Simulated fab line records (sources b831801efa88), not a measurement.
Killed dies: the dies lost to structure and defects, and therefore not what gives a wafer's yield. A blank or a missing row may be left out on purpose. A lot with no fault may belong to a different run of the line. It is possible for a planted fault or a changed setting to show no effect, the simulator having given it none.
Comparing a struck lot with a sound one / flow sfqLine / 14 steps out of a route of 325
Sound: wafers L577.1, L577.2, L577.4. Struck: wafer L575.2; the same lot's L575.1 was not struck, so it is left out; see the end for the cause.
For every step that has rows: the tool of each side, followed by ch and its chambers, followed by its first start. Under that, the readings that differ: sound wafers / struck wafers / difference of the means / sigmas: that difference in standard deviations of wafers without a fault.
alike: readings whose means differ by less than 2 such deviations, and words and numbers that are the same on both sides. not compared: withheld readings, readings that some wafer has no value for, bounds like >300 that may hide the same value, and numbers for which the record gives no deviation and whose values overlap.
A row with sigmas, a row that says differs or no value, or rows on one side alone: a step with any of these is where the two part. Numbers that have no deviation but don't overlap get no sigmas and don't part them. A reading missing from all wafers of one side parts the sides only when that side holds two or more wafers.

first, 2 steps without rows for these wafers: SFQ_TRILAYER_I2_VIA_STRIP_SOLV_CLEAN_072 (cleans in NMP, time 600 s); SFQ_TRILAYER_M3_DEP_PRE_CLEAN_074 (time 22.5 s).
SFQ_TRILAYER_M3_DEP_SPUTTER_073: material Nb, target thk 200 nm, time 133.3 s.
  sound on pvdSputter-04, day 46 13:59; struck on pvdSputter-04, day 46 09:11
  alike: throttleValvePct
SFQ_M3_RS_MEAS_919: uses a four-point probe to measure.
  sound on filmMetro-01, day 46 14:05; struck on filmMetro-04, day 46 09:17
  alike: M3_NB_RS
then, 6 steps without rows for these wafers: SFQ_TRILAYER_M3_LITHO_COAT_080 (resist thk 62 nm); SFQ_TRILAYER_M3_LITHO_COAT_075 (resist thk 600 nm); SFQ_TRILAYER_M3_LITHO_SOFTBAKE_079; SFQ_TRILAYER_M3_LITHO_EXPOSE_076 (exposes mask M3, target cd 500 nm); SFQ_TRILAYER_M3_LITHO_PEB_078 (peb time 60 s); SFQ_TRILAYER_M3_LITHO_DEVELOP_077 (time 60 s).
-- the record jumps here: 5 days lie between the struck wafers' starts before and after --
SFQ_M3_OVL_MEAS_921:
  sound on overlay-01, day 52 00:23; struck on overlay-01, day 51 18:23
  alike: M3_OVL
SFQ_TRILAYER_M3_BARC_OPEN_METAL_ETCH_100: etches BARC in O2, target depth 125 nm, time 41.7 s.
  sound on rieMetal-03 ch 0,1, day 52 00:26; struck on rieMetal-02 ch 0, day 51 18:26
reading=model.KrF_of_TRILAYER_M3_LITHO_COAT_075.thkNm (nm); sound=524.3 523.1 524.2; struck=538.9; difference=+15.0; sigmas=
  alike: biasW, drypumpMotorCurrentA, oesProductAu, rfFwdPowerW
  not compared: rfHoursCounterH
SFQ_TRILAYER_M3_ETCH_METAL_ETCH_078: etches Nb in Cl2/Ar, stops on SiO2, target depth 240 nm, time 120 s.
  sound on rieMetal-03 ch 0,1, day 52 00:29; struck on rieMetal-02 ch 0, day 51 18:29
reading=model.KrF_of_TRILAYER_M3_LITHO_COAT_075.thkNm (nm); sound=384.6 382.3 385.3; struck=394.9; difference=+10.8; sigmas=
  alike: biasW, drypumpMotorCurrentA, oesProductAu, rfFwdPowerW
  not compared: rfHoursCounterH
SFQ_TRILAYER_M3_STRIP_STRIP_079: strips in O2.
  sound on rieMetal-03 ch 0,1, day 52 00:37; struck on rieMetal-02 ch 0, day 51 18:37
reading=oesProductAu (a.u.); sound=0.983 0.995 0.975; struck=1.010; difference=+0.026; sigmas=+2
  alike: drypumpMotorCurrentA
  not compared: rfHoursCounterH

WHERE THEY PART
At SFQ_TRILAYER_M3_STRIP_STRIP_079 and nowhere else, as far as this record goes.

WHY: what the simulator had put in
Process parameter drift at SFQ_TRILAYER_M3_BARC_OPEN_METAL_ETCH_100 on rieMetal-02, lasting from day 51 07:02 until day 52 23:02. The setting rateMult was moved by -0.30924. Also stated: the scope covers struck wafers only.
